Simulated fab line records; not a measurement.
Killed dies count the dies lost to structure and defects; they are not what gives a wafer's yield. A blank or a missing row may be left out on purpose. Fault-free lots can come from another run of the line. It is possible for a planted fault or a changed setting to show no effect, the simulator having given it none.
fab line records	flow gf180mcu
[record] lots = 24	wafers = 72	last-day = 34
route steps=602 shown SALICIDE@284 M2@362 V2@397 V3@434 MIM@510
lots untouched by any fault: they come from a run of this same line in which no faults occurred
start-h: hours from the record's first day to the start of the lot's first wafer shown	wait-h: how many hours have passed since the lot's step before this one	" the same as in the row above	L1.1+2: a row that stands for several wafers	- no value, or no start given	* or withheld: withheld	< > ~ a bound
route shown NAME@n: NAME is a module with steps in the file, n the number in the route of the first one	usual: the fault-free wafers' mean and standard deviation	same: alike in all rows	chamber/n: place in a boat	sites: the reading at each site	_std_site: how widely they spread, as a standard deviation	_edge_site: inner sites' mean taken away from outer sites' mean	radius-mm: for every site, how far away it sits from the centre of the wafer	mask NAME#n: copy n	behind: the tool/chamber that last shaped the wafer	hold: why the lot was held/for how many hours/how that ended	device: which transistor (n, p or np) failed to switch	end of line: at the end of the route, the tests of the same wafers	a step with no rows: only its recipe	killed: dies that structure and defects cost at the first sort, which is not the same as the wafer's yield	map: shows each die of a wafer: x if killed, . if not, _ if none is there
set.NAME: setting as actually run; set.NAME@STEP: the setting as run at that earlier step	model.NAME: the simulator's own value behind a step, which no gauge read
one table for each step of the route and one row for each wafer, over a sample of lots
services: when a tool's chamber went out of use (start-h, in hours from the record's first day, below 0 if earlier), for how many hours, and the reason
[[steps]]
[step GF_SALICIDE_RTA_06]
[recipe] temp-c = 530	time-s = 30	ambient = N2
[usual] lamp-power-pct = 6.0/0.32	wafer_temp_C_max = 531.8/0.45
lot.wafer	tool	chamber	start-h	wait-h	lamp-power-pct	wafer_temp_C_max
L074.2	rtp-anneal-01	0	350.98	0.1	5.8	532.2
L074.3	"	0	"	"	5.8	532.3
L074.5	"	0	"	"	5.8	531.8
L075.1	rtp-anneal-01	0	355.85	0.1	5.8	531.4
L075.2	"	0	"	"	5.8	531.3
L075.3	"	0	"	"	5.8	531.8
L076.2	rtp-anneal-02	0	366.08	0.1	6.4	531.6
L076.5	"	0	"	"	6.4	531.5
L076.6	"	0	"	"	6.4	530.9
L077.1	rtp-anneal-01	0	379.26	0.1	5.8	531.7
L077.4	"	0	"	"	5.8	532.1
L077.5	"	0	"	"	5.8	531.8
L078.2	rtp-anneal-02	0	383.98	0.1	6.4	531.2
L078.4	"	0	"	"	6.4	531.5
L078.6	"	0	"	"	6.4	531.3
L079.1	rtp-anneal-02	0	387.87	0.1	6.4	531.2
L079.3	"	0	"	"	6.4	531.7
L079.4	"	0	"	"	6.4	532.1
L081.1	rtp-anneal-01	0	409.99	0.1	5.7	531.1
L081.2	"	0	"	"	5.8	531.4
L081.6	"	0	"	"	5.8	532.7
L080.2	rtp-anneal-01	0	410.83	0.1	5.8	531.8
L080.3	"	0	"	"	5.8	532.7
L080.4	"	0	"	"	5.8	531.2
L082.1	rtp-anneal-02	0	417.37	0.1	6.4	531.8
L082.3	"	0	"	"	6.4	531.6
L082.4	"	0	"	"	6.4	531.3
L083.1	rtp-anneal-02	0	421.98	0.1	6.4	530.3
L083.4	"	0	"	"	6.4	531.4
L083.5	"	0	"	"	6.4	531.6
L084.1	rtp-anneal-01	0	445.82	0.1	5.8	531.6
L084.3	"	0	"	"	5.8	532.1
L084.4	"	0	"	"	5.8	531.8
L085.2	rtp-anneal-01	0	447.73	0.1	5.8	531.6
L085.5	"	0	"	"	5.8	532.4
L085.6	"	0	"	"	5.8	532.2
L086.1	rtp-anneal-01	0	455.48	0.1	5.8	532.0
L086.3	"	0	"	"	5.8	531.7
L086.5	"	0	"	"	5.8	531.9
L087.1	rtp-anneal-01	0	465.63	0.1	5.8	532.4
L087.3	"	0	"	"	5.8	532.7
L087.4	"	0	"	"	5.8	532.5
L088.1	rtp-anneal-02	0	472.67	0.1	6.4	531.6
L088.3	"	0	"	"	6.4	532.4
L088.6	"	0	"	"	6.4	532.4
L089.1	rtp-anneal-01	0	479.23	0.1	5.8	531.9
L089.3	"	0	"	"	5.8	532.4
L089.6	"	0	"	"	5.8	532.0
L090.3	rtp-anneal-02	0	486.85	0.1	6.4	532.0
L090.4	"	0	"	"	6.4	531.2
L090.5	"	0	"	"	6.4	531.1
L091.3	rtp-anneal-02	0	496.11	0.1	6.4	531.3
L091.4	"	0	"	"	6.4	531.5
L091.6	"	0	"	"	6.4	531.7
L092.3	rtp-anneal-01	0	507.85	0.1	5.8	531.7
L092.5	"	0	"	"	5.8	532.0
L092.6	"	0	"	"	5.8	531.9
L093.2	rtp-anneal-02	0	510.77	0.1	6.4	531.4
L093.5	"	0	"	"	6.4	531.7
L093.6	"	0	"	"	6.4	531.4
L094.1	rtp-anneal-02	0	517.58	0.1	6.4	532.2
L094.4	"	0	"	"	6.4	531.5
L094.5	"	0	"	"	6.4	532.0
L095.4	rtp-anneal-01	0	524.51	0.1	5.8	531.7
L095.5	"	0	"	"	5.8	531.6
L095.6	"	0	"	"	5.8	531.7
L096.1	rtp-anneal-01	0	531.63	0.1	5.8	531.7
L096.3	"	0	"	"	5.7	531.3
L096.6	"	0	"	"	5.8	532.0
L097.1	rtp-anneal-01	0	535.36	0.1	5.8	532.2
L097.2	"	0	"	"	5.8	531.9
L097.3	"	0	"	"	5.8	531.7
[step GF_M2_SPUTTER_00]
[recipe] material = Ti	target-thk-nm = 37.5	arriving-ion-energy-ev = 80	substrate-temp-c = 200	chamber-pressure-pa = 2	power-w = 4000	time-s = 150
[usual] throttle-valve-pct = 30.6/1.2
lot.wafer	tool	chamber	start-h	wait-h	throttle-valve-pct
L074.2	pvd-sputter-01	-	424.91	0.1	30.7
L074.3	"	-	"	"	30.8
L074.5	"	-	"	"	30.6
L075.1	pvd-sputter-01	-	431.25	0.2	29.6
L075.2	"	-	"	"	30.5
L075.3	"	-	"	"	31.2
L076.2	pvd-sputter-03	-	441.93	0.2	30.7
L076.5	"	-	"	"	29.4
L076.6	"	-	"	"	30.9
L077.1	pvd-sputter-03	-	456.90	0.1	31.0
L077.4	"	-	"	"	30.7
L077.5	"	-	"	"	31.3
L078.2	pvd-sputter-03	-	461.75	0.2	31.2
L078.4	"	-	"	"	29.6
L078.6	"	-	"	"	31.2
L079.1	pvd-sputter-03	-	465.24	0.2	31.5
L079.3	"	-	"	"	30.7
L079.4	"	-	"	"	29.4
L081.1	pvd-sputter-04	-	489.76	0.1	29.8
L081.2	"	-	"	"	29.3
L081.6	"	-	"	"	33.1
L080.2	pvd-sputter-01	-	490.06	0.2	30.6
L080.3	"	-	"	"	29.5
L080.4	"	-	"	"	30.7
L082.1	pvd-sputter-04	-	495.39	0.1	33.4
L082.3	"	-	"	"	30.0
L082.4	"	-	"	"	30.2
L083.1	pvd-sputter-01	-	500.43	0.2	29.6
L083.4	"	-	"	"	29.9
L083.5	"	-	"	"	30.9
L084.1	pvd-sputter-03	-	523.30	0.1	30.8
L084.3	"	-	"	"	29.6
L084.4	"	-	"	"	31.1
L085.2	pvd-sputter-04	-	526.29	0.1	33.5
L085.5	"	-	"	"	29.3
L085.6	"	-	"	"	29.6
L086.1	pvd-sputter-01	-	532.72	0.2	29.9
L086.3	"	-	"	"	30.6
L086.5	"	-	"	"	30.6
L087.1	pvd-sputter-01	-	541.42	0.2	30.8
L087.3	"	-	"	"	29.4
L087.4	"	-	"	"	30.7
L088.1	pvd-sputter-01	-	549.45	0.2	30.9
L088.3	"	-	"	"	30.4
L088.6	"	-	"	"	30.6
L089.1	pvd-sputter-03	-	554.75	0.1	31.0
L089.3	"	-	"	"	31.4
L089.6	"	-	"	"	31.0
L090.3	pvd-sputter-03	-	561.04	0.1	31.3
L090.4	"	-	"	"	29.5
L090.5	"	-	"	"	31.3
L091.3	pvd-sputter-04	-	579.19	0.1	30.3
L091.4	"	-	"	"	33.2
L091.6	"	-	"	"	30.1
L092.3	pvd-sputter-04	-	582.17	0.1	30.1
L092.5	"	-	"	"	30.3
L092.6	"	-	"	"	33.4
L093.2	pvd-sputter-04	-	583.05	0.2	33.5
L093.5	"	-	"	"	30.1
L093.6	"	-	"	"	33.5
L094.1	pvd-sputter-04	-	588.74	0.2	30.1
L094.4	"	-	"	"	29.9
L094.5	"	-	"	"	33.3
L095.4	pvd-sputter-03	-	595.90	0.1	31.6
L095.5	"	-	"	"	31.5
L095.6	"	-	"	"	30.8
L096.1	pvd-sputter-04	-	604.17	0.2	29.1
L096.3	"	-	"	"	30.1
L096.6	"	-	"	"	29.7
L097.1	pvd-sputter-04	-	606.48	0.1	29.7
L097.2	"	-	"	"	30.2
L097.3	"	-	"	"	33.6
[step GF_V2_OVL_MEAS_15]
[usual] V2_OVL = 0/4.9
lot.wafer	tool	chamber	start-h	wait-h	V2_OVL[nm]
L074.2	overlay-02	-	476.55	0.1	-3
L074.3	"	-	"	"	-8
L074.5	"	-	"	"	-4
L075.1	overlay-02	-	482.26	0.1	9
L075.2	"	-	"	"	5
L075.3	"	-	"	"	5
L076.2	overlay-01	-	493.11	0.1	-1
L076.5	"	-	"	"	-3
L076.6	"	-	"	"	1
L077.1	overlay-02	-	506.44	0.1	-1
L077.4	"	-	"	"	4
L077.5	"	-	"	"	-1
L078.2	overlay-01	-	511.96	0.1	-2
L078.4	"	-	"	"	2
L078.6	"	-	"	"	-1
L079.1	overlay-02	-	514.36	0.1	-1
L079.3	"	-	"	"	2
L079.4	"	-	"	"	-4
L081.1	overlay-01	-	538.69	0.1	4
L081.2	"	-	"	"	2
L081.6	"	-	"	"	-3
L080.2	overlay-02	-	539.35	0.1	-3
L080.3	"	-	"	"	8
L080.4	"	-	"	"	1
L082.1	overlay-02	-	543.64	0.1	4
L082.3	"	-	"	"	-1
L082.4	"	-	"	"	0
L083.1	overlay-01	-	549.11	0.1	-4
L083.4	"	-	"	"	-4
L083.5	"	-	"	"	-2
L084.1	overlay-01	-	577.81	0.1	1
L084.3	"	-	"	"	2
L084.4	"	-	"	"	6
L085.2	overlay-01	-	577.93	0.1	4
L085.5	"	-	"	"	3
L085.6	"	-	"	"	8
L086.1	overlay-01	-	579.41	0.1	-1
L086.3	"	-	"	"	-1
L086.5	"	-	"	"	-4
L087.1	overlay-02	-	586.19	0.1	2
L087.3	"	-	"	"	6
L087.4	"	-	"	"	10
L088.1	overlay-01	-	593.56	0.1	1
L088.3	"	-	"	"	-2
L088.6	"	-	"	"	-7
L089.1	overlay-01	-	598.89	0.1	3
L089.3	"	-	"	"	4
L089.6	"	-	"	"	-2
L090.3	overlay-01	-	606.02	0.1	-1
L090.4	"	-	"	"	2
L090.5	"	-	"	"	3
L091.3	overlay-01	-	622.47	0.1	6
L091.4	"	-	"	"	4
L091.6	"	-	"	"	4
L092.3	overlay-02	-	626.65	0.1	5
L092.5	"	-	"	"	-2
L092.6	"	-	"	"	8
L093.2	overlay-01	-	627.06	0.1	9
L093.5	"	-	"	"	4
L093.6	"	-	"	"	7
L094.1	overlay-01	-	632.81	0.1	3
L094.4	"	-	"	"	-8
L094.5	"	-	"	"	-3
L095.4	overlay-02	-	639.42	0.1	1
L095.5	"	-	"	"	1
L095.6	"	-	"	"	-9
L096.1	overlay-02	-	646.84	0.1	0
L096.3	"	-	"	"	-3
L096.6	"	-	"	"	-8
L097.1	overlay-01	-	648.51	0.1	-9
L097.2	"	-	"	"	-2
L097.3	"	-	"	"	-5
[step GF_V3_BOW_MEAS_05]
[recipe] mode = bow
[usual] V3_BOW = 113/8.4
lot.wafer	tool	chamber	start-h	wait-h	V3_BOW[um]
L074.2	film-metro-02	-	504.15	0.2	118
L074.3	"	-	"	"	108
L074.5	"	-	"	"	122
L075.1	film-metro-01	-	508.77	0.2	93
L075.2	"	-	"	"	109
L075.3	"	-	"	"	100
L076.2	film-metro-02	-	519.79	0.2	128
L076.5	"	-	"	"	105
L076.6	"	-	"	"	102
L077.1	film-metro-01	-	531.96	0.1	114
L077.4	"	-	"	"	116
L077.5	"	-	"	"	128
L078.2	film-metro-03	-	538.86	0.3	106
L078.4	"	-	"	"	96
L078.6	"	-	"	"	97
L079.1	film-metro-01	-	554.81	0.2	111
L079.3	"	-	"	"	113
L079.4	"	-	"	"	117
L081.1	film-metro-01	-	562.34	0.2	123
L081.2	"	-	"	"	123
L081.6	"	-	"	"	117
L080.2	film-metro-02	-	563.14	0.3	116
L080.3	"	-	"	"	113
L080.4	"	-	"	"	116
L082.1	film-metro-03	-	568.84	0.1	106
L082.3	"	-	"	"	101
L082.4	"	-	"	"	113
L083.1	film-metro-03	-	573.96	0.2	127
L083.4	"	-	"	"	118
L083.5	"	-	"	"	117
L084.1	film-metro-02	-	601.81	0.1	117
L084.3	"	-	"	"	112
L084.4	"	-	"	"	130
L085.2	film-metro-03	-	602.00	0.2	121
L085.5	"	-	"	"	109
L085.6	"	-	"	"	122
L086.1	film-metro-02	-	604.60	0.2	107
L086.3	"	-	"	"	104
L086.5	"	-	"	"	108
L087.1	film-metro-02	-	610.19	0.1	114
L087.3	"	-	"	"	123
L087.4	"	-	"	"	122
L088.1	film-metro-02	-	617.44	0.2	116
L088.3	"	-	"	"	122
L088.6	"	-	"	"	118
L089.1	film-metro-01	-	623.28	0.2	120
L089.3	"	-	"	"	125
L089.6	"	-	"	"	120
L090.3	film-metro-03	-	629.28	0.1	112
L090.4	"	-	"	"	113
L090.5	"	-	"	"	110
L091.3	film-metro-03	-	646.18	0.3	111
L091.4	"	-	"	"	120
L091.6	"	-	"	"	105
L092.3	film-metro-01	-	649.88	0.2	104
L092.5	"	-	"	"	103
L092.6	"	-	"	"	108
L093.2	film-metro-01	-	650.49	0.1	117
L093.5	"	-	"	"	108
L093.6	"	-	"	"	104
L094.1	film-metro-03	-	656.06	0.2	117
L094.4	"	-	"	"	103
L094.5	"	-	"	"	102
L095.4	film-metro-03	-	662.42	0.3	113
L095.5	"	-	"	"	107
L095.6	"	-	"	"	121
L096.1	film-metro-03	-	669.87	0.1	112
L096.3	"	-	"	"	119
L096.6	"	-	"	"	130
L097.1	film-metro-02	-	671.23	0.1	117
L097.2	"	-	"	"	117
L097.3	"	-	"	"	125
[step GF_V3_THK_MEAS_25]
[recipe] thk-meas-gauge = xrf	reads = W_of_V3_CVD_23
[usual] V3_W_THK = 360/6.2
lot.wafer	tool	chamber	start-h	wait-h	V3_W_THK[nm]
L074.2	film-metro-02	-	529.31	0.1	348
L074.3	"	-	"	"	350
L074.5	"	-	"	"	359
L075.1	film-metro-03	-	533.96	0.1	360
L075.2	"	-	"	"	359
L075.3	"	-	"	"	354
L076.2	film-metro-03	-	544.11	0.1	359
L076.5	"	-	"	"	359
L076.6	"	-	"	"	373
L077.1	film-metro-02	-	555.63	0.1	367
L077.4	"	-	"	"	363
L077.5	"	-	"	"	359
L078.2	film-metro-02	-	560.89	0.1	351
L078.4	"	-	"	"	356
L078.6	"	-	"	"	350
L079.1	film-metro-03	-	577.63	0.1	352
L079.3	"	-	"	"	365
L079.4	"	-	"	"	360
L081.1	film-metro-03	-	584.82	0.1	367
L081.2	"	-	"	"	352
L081.6	"	-	"	"	366
L080.2	film-metro-02	-	585.60	0.1	363
L080.3	"	-	"	"	354
L080.4	"	-	"	"	358
L082.1	film-metro-02	-	591.43	0.1	353
L082.3	"	-	"	"	359
L082.4	"	-	"	"	357
L083.1	film-metro-03	-	595.97	0.1	353
L083.4	"	-	"	"	369
L083.5	"	-	"	"	368
L085.2	film-metro-02	-	623.88	0.1	363
L085.5	"	-	"	"	364
L085.6	"	-	"	"	355
L084.1	film-metro-03	-	624.07	0.1	356
L084.3	"	-	"	"	352
L084.4	"	-	"	"	359
L086.1	film-metro-03	-	627.03	0.1	354
L086.3	"	-	"	"	363
L086.5	"	-	"	"	360
L087.1	film-metro-03	-	632.17	0.1	355
L087.3	"	-	"	"	362
L087.4	"	-	"	"	356
L088.1	film-metro-02	-	638.92	0.1	356
L088.3	"	-	"	"	358
L088.6	"	-	"	"	361
L089.1	film-metro-02	-	645.07	0.1	352
L089.3	"	-	"	"	360
L089.6	"	-	"	"	354
L090.3	film-metro-01	-	651.19	0.1	367
L090.4	"	-	"	"	364
L090.5	"	-	"	"	358
L091.3	film-metro-01	-	667.24	0.1	372
L091.4	"	-	"	"	361
L091.6	"	-	"	"	369
L092.3	film-metro-02	-	670.99	0.1	357
L092.5	"	-	"	"	356
L092.6	"	-	"	"	365
L093.2	film-metro-02	-	671.84	0.1	363
L093.5	"	-	"	"	354
L093.6	"	-	"	"	360
L094.1	film-metro-01	-	676.91	0.1	369
L094.4	"	-	"	"	368
L094.5	"	-	"	"	370
L095.4	film-metro-03	-	683.99	0.1	358
L095.5	"	-	"	"	358
L095.6	"	-	"	"	357
L096.1	film-metro-01	-	691.16	0.1	363
L096.3	"	-	"	"	365
L096.6	"	-	"	"	368
L097.1	film-metro-03	-	692.40	0.1	363
L097.2	"	-	"	"	371
L097.3	"	-	"	"	371
[step GF_MIM_SPUTTER_07]
[recipe] material = TiN	target-thk-nm = 60	power-w = 6500	time-s = 50	chamber-pressure-pa = 0.4
[usual] throttle-valve-pct = 30.0/0.87
lot.wafer	tool	chamber	start-h	wait-h	throttle-valve-pct
L074.2	pvd-sputter-03	-	581.88	0.0	29.2
L074.3	"	-	"	"	31.2
L074.5	"	-	"	"	31.2
L075.1	pvd-sputter-03	-	582.50	0.1	30.9
L075.2	"	-	"	"	29.2
L075.3	"	-	"	"	31.2
L076.2	pvd-sputter-02	-	590.09	0.0	29.5
L076.5	"	-	"	"	28.7
L076.6	"	-	"	"	28.5
L077.1	pvd-sputter-01	-	604.35	0.1	30.8
L077.4	"	-	"	"	29.6
L077.5	"	-	"	"	30.5
L078.2	pvd-sputter-02	-	608.00	0.0	28.3
L078.4	"	-	"	"	29.6
L078.6	"	-	"	"	29.6
L079.1	pvd-sputter-01	-	622.76	0.1	30.9
L079.3	"	-	"	"	30.4
L079.4	"	-	"	"	29.8
L081.1	pvd-sputter-02	-	630.19	0.1	28.2
L081.2	"	-	"	"	29.9
L081.6	"	-	"	"	28.6
L080.2	pvd-sputter-01	-	631.72	0.0	30.7
L080.3	"	-	"	"	29.9
L080.4	"	-	"	"	30.4
L082.1	pvd-sputter-02	-	636.86	0.1	29.8
L082.3	"	-	"	"	30.0
L082.4	"	-	"	"	28.9
L083.1	pvd-sputter-02	-	640.76	0.1	29.6
L083.4	"	-	"	"	30.0
L083.5	"	-	"	"	28.6
L085.2	pvd-sputter-02	-	667.11	0.0	29.7
L085.5	"	-	"	"	28.8
L085.6	"	-	"	"	29.6
L084.1	pvd-sputter-01	-	668.97	0.1	30.7
L084.3	"	-	"	"	30.4
L084.4	"	-	"	"	29.9
L086.1	pvd-sputter-01	-	670.99	0.1	29.6
L086.3	"	-	"	"	30.8
L086.5	"	-	"	"	30.7
L087.1	pvd-sputter-02	-	675.91	0.1	28.4
L087.3	"	-	"	"	29.7
L087.4	"	-	"	"	29.7
L088.1	pvd-sputter-01	-	682.27	0.1	30.6
L088.3	"	-	"	"	30.5
L088.6	"	-	"	"	29.6
L089.1	pvd-sputter-02	-	687.77	0.1	28.5
L089.3	"	-	"	"	29.8
L089.6	"	-	"	"	28.3
L090.3	pvd-sputter-01	-	694.36	0.0	30.9
L090.4	"	-	"	"	29.7
L090.5	"	-	"	"	30.7
L091.3	pvd-sputter-01	-	709.69	0.0	30.9
L091.4	"	-	"	"	29.8
L091.6	"	-	"	"	30.3
L092.3	pvd-sputter-03	-	713.45	0.0	31.3
L092.5	"	-	"	"	29.6
L092.6	"	-	"	"	30.7
L093.2	pvd-sputter-01	-	714.06	0.0	30.5
L093.5	"	-	"	"	30.6
L093.6	"	-	"	"	30.9
L094.1	pvd-sputter-01	-	719.52	0.1	30.9
L094.4	"	-	"	"	30.3
L094.5	"	-	"	"	30.9
L095.4	pvd-sputter-01	-	725.06	0.0	30.6
L095.5	"	-	"	"	29.4
L095.6	"	-	"	"	30.4
L096.1	pvd-sputter-03	-	732.21	0.1	31.0
L096.3	"	-	"	"	30.8
L096.6	"	-	"	"	29.3
L097.1	pvd-sputter-03	-	732.91	0.1	29.7
L097.2	"	-	"	"	31.4
L097.3	"	-	"	"	31.1
[[services]]
tool	chamber	start-h	hours	kind
pvd-sputter-03	-	418.68	2.6	repair
pvd-sputter-04	-	477.70	3.3	repair
pvd-sputter-03	0	497.05	-	consumable-replace:kit
pvd-sputter-03	0	497.05	18.0	scheduled-down
pvd-sputter-03	0	497.05	18.0	vent-cycle
pvd-sputter-01	0	499.37	-	consumable-replace:kit
pvd-sputter-01	0	499.37	18.0	scheduled-down
pvd-sputter-01	0	499.37	18.0	vent-cycle
pvd-sputter-01	-	557.31	3.1	repair
pvd-sputter-02	-	581.57	7.5	repair
pvd-sputter-01	-	588.58	15.1	repair
rtp-anneal-02	-	614.89	65.7	pm
pvd-sputter-01	3	644.88	-	consumable-replace:kit
pvd-sputter-01	3	644.88	18.0	scheduled-down
pvd-sputter-01	3	644.88	18.0	vent-cycle
pvd-sputter-03	3	648.45	-	consumable-replace:kit
pvd-sputter-03	3	648.45	18.0	scheduled-down
pvd-sputter-03	3	648.45	18.0	vent-cycle
pvd-sputter-02	-	652.98	1.2	repair
pvd-sputter-04	3	653.75	-	consumable-replace:kit
pvd-sputter-03	-	656.44	2.7	repair
pvd-sputter-03	-	678.66	1.9	repair
pvd-sputter-03	-	717.28	13.7	repair
pvd-sputter-02	-	727.72	22.7	repair
[[key]]
fault none
